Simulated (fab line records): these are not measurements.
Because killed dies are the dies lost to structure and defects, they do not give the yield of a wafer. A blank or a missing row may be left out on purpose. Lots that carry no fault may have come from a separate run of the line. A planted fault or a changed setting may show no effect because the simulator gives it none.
A lot that was struck, set against a sound lot + flow sky130 + 38 steps out of a route of 708
Sound: wafers L858.1, L858.5, L858.6. Struck: wafers L845.3, L845.6 (left out: L845.2, a lot-mate that was not struck); the cause follows at the end.
Order at every step that has rows: each side's tool, ch and its chambers, its first start. Under that, the readings that differ: sound wafers + struck wafers + difference of the means + sigmas: that difference in standard deviations of wafers without a fault.
alike: readings with means less than 2 such deviations apart, plus words and numbers identical on both sides. not compared: withheld readings, readings lacking a value on some wafer, bounds such as >300 that could conceal the same value, and numbers that have no deviation in the record and whose values overlap.
The two part at a step that has a row with sigmas, a row that says differs or no value, or rows on one side only. Non-overlapping numbers with no deviation appear without sigmas and do not part them. A reading that every wafer of one side lacks parts them only if that side has two wafers or more.

first, 9 steps without rows for these wafers: SKY_VIA2_SPUTTER_20 (material TiN, target thk 20 nm, time 80 s); SKY_VIA2_CVD_21 (deposits W, target thk 420 nm, time 126.4 s); SKY_VIA2_CMP_24 (polishes, stops on SiO2, t overpolish 20 s, target thk 0 nm); SKY_METAL3_SPUTTER_00 (material Ti, target thk 15 nm, time 10 s); SKY_METAL3_SPUTTER_01 (material TiN, target thk 20 nm, time 16.7 s); SKY_METAL3_SPUTTER_02 (material AlCu, target thk 735 nm, time 39.1 s); SKY_METAL3_SPUTTER_03 (material Ti, target thk 5 nm, time 3.446 s); SKY_METAL3_SPUTTER_04 (material TiN, target thk 70 nm, time 58.3 s); SKY_CAPM_CVD_00 (deposits SiO2, target thk 15.5 nm).
SKY_CAPM_SPUTTER_02: material TiN, target thk 200 nm, time 166.7 s.
  sound on pvd_sputter-04 at day 42 10:14; struck on pvd_sputter-02 at day 38 17:14
| reading                                  | sound             | struck      | difference | sigmas |
|------------------------------------------|-------------------|-------------|------------|--------|
| model.TiN_of_CAPM_SPUTTER_02.thk_nm (nm) | 200.5 199.9 199.2 | 209.9 209.9 | +10.0      |        |
  alike: throttle_valve_pct
SKY_CAPM_RS_MEAS_03: the measuring method here is four-point-probe.
  sound on film_metro-04 at day 42 10:21; struck on film_metro-04 at day 38 17:22
| reading              | sound          | struck    | difference | sigmas |
|----------------------|----------------|-----------|------------|--------|
| CAPM_TIN_RS (ohm/sq) | 6.90 6.92 6.96 | 6.58 6.58 | -0.35      | -7     |
SKY_CAPM_THK_MEAS_04: measures by xrf.
  sound on film_metro-04 at day 42 10:28; struck on film_metro-04 at day 38 17:28
| reading           | sound             | struck      | difference | sigmas |
|-------------------|-------------------|-------------|------------|--------|
| CAPM_TIN_THK (nm) | 205.0 204.5 203.4 | 215.2 215.9 | +11.2      | +5     |
then, 7 steps without rows for these wafers: SKY_CAPM_DEHYDRATE_05 (time 60 s); SKY_CAPM_HMDS_06 (prime time 60 s); SKY_CAPM_COAT_07 (resist thk 1140 nm); SKY_CAPM_SOFTBAKE_08 (time 60 s); SKY_CAPM_EXPOSE_09 (exposes mask CAPM, target cd 1000 nm); SKY_CAPM_PEB_10; SKY_CAPM_DEVELOP_11 (develop time 60 s).
SKY_CAPM_METAL_ETCH_13: etches TiN in Cl2/BCl3, stops on SiO2, target depth 220 nm, time 62.9 s.
  sound on rie_metal-04 ch 0,1, day 43 08:41; struck on rie_metal-04 ch 0,1, day 39 17:29
| reading                          | sound             | struck      | difference | sigmas |
|----------------------------------|-------------------|-------------|------------|--------|
| oes_product_au (a.u.)            | 0.941 0.937 0.945 | 0.975 0.969 | +0.031     | +5     |
| model.CAPM.feature_depth_nm (nm) | 200.5 199.9 199.2 | 209.9 209.9 | +10.0      |        |
| model.etch.depth_nm (nm)         | 200.5 199.9 199.2 | 209.9 209.9 | +10.0      |        |
  alike: drypump_motor_current_A, throttle_valve_pct
  not compared: rf_hours_counter_h
then, 16 steps without rows for these wafers: SKY_CAPM_STRIP_14 (strips in O2/N2); SKY_CAPM_STRIP_15 (strips in post etch residue remover, time 1200 s); SKY_CAPM_CLEAN_16 (cleans in IPA, time 180 s); SKY_CAPM_CLEAN_17 (cleans in O3/DIW); SKY_METAL3_DEHYDRATE_05 (time 60 s); SKY_METAL3_HMDS_06 (prime time 60 s); SKY_METAL3_COAT_07 (resist thk 60 nm); SKY_METAL3_COAT_08 (resist thk 1140 nm); SKY_METAL3_SOFTBAKE_09 (time 90 s); SKY_METAL3_EXPOSE_10 (exposes mask MM3, target cd 300 nm); SKY_METAL3_PEB_11; SKY_METAL3_DEVELOP_12 (develop time 60 s); SKY_METAL3_DESCUM_15 (chemistry O2, time 8 s); SKY_METAL3_ETCH_16 (etches BARC in N2/H2, stops on SiO2, time 88.2 s, target depth 60 nm); SKY_METAL3_ETCH_17 (etches SiO2 in C4F8/O2/Ar, stops on TiN, time 3.9 s, target depth 15 nm); SKY_METAL3_METAL_ETCH_18 (etches the open film in Cl2/BCl3, stops on SiO2, target depth 845 nm, time 183.1 s).
SKY_METAL3_STRIP_20: strips in post etch residue remover, time 1200 s.
  sound on wet_bench-02 ch 2, day 44 08:34; struck on wet_bench-01 ch 3, day 40 18:10
| reading                                  | sound             | struck    | difference | sigmas |
|------------------------------------------|-------------------|-----------|------------|--------|
| model.TiN_of_CAPM_SPUTTER_02.thk_nm (nm) | 199.6 199.1 198.3 | 209.1 209 | +10.1      |        |
-- the record jumps here: 7 days lie between the struck wafers' starts before and after (it left off in module METAL3 and takes up again in module PAD_OPEN, whose first step shown is number 708 of the route) --
SKY_PAD_OPEN_PROBE_99:
  sound on prober-01 at day 50 13:30; struck on prober-02 at day 47 13:32
| reading                          | sound            | struck      | difference | sigmas |
|----------------------------------|------------------|-------------|------------|--------|
| model.etest.cap_mim.plate_ohm_sq | 6.03 6.008 6.068 | 5.719 5.737 | -0.307     |        |
  alike: defect_limited_yield, killed_at_M0_to_M3, killed_at_M4_up, killed_at_contacts, killed_at_front_end, killed_at_other, killed_dies, killed_open, killed_short, sort_bin_3_pad_short, sort_bin_5_function, sort_bin_6_memory, sort_n_pass, sort_yield_pct

## WHERE THEY PART
Earliest at SKY_CAPM_RS_MEAS_03; latest, in this record, at SKY_CAPM_METAL_ETCH_13. Later steps at which nothing parts them and some readings are alike: SKY_PAD_OPEN_PROBE_99.

WHY: what the simulator had put in
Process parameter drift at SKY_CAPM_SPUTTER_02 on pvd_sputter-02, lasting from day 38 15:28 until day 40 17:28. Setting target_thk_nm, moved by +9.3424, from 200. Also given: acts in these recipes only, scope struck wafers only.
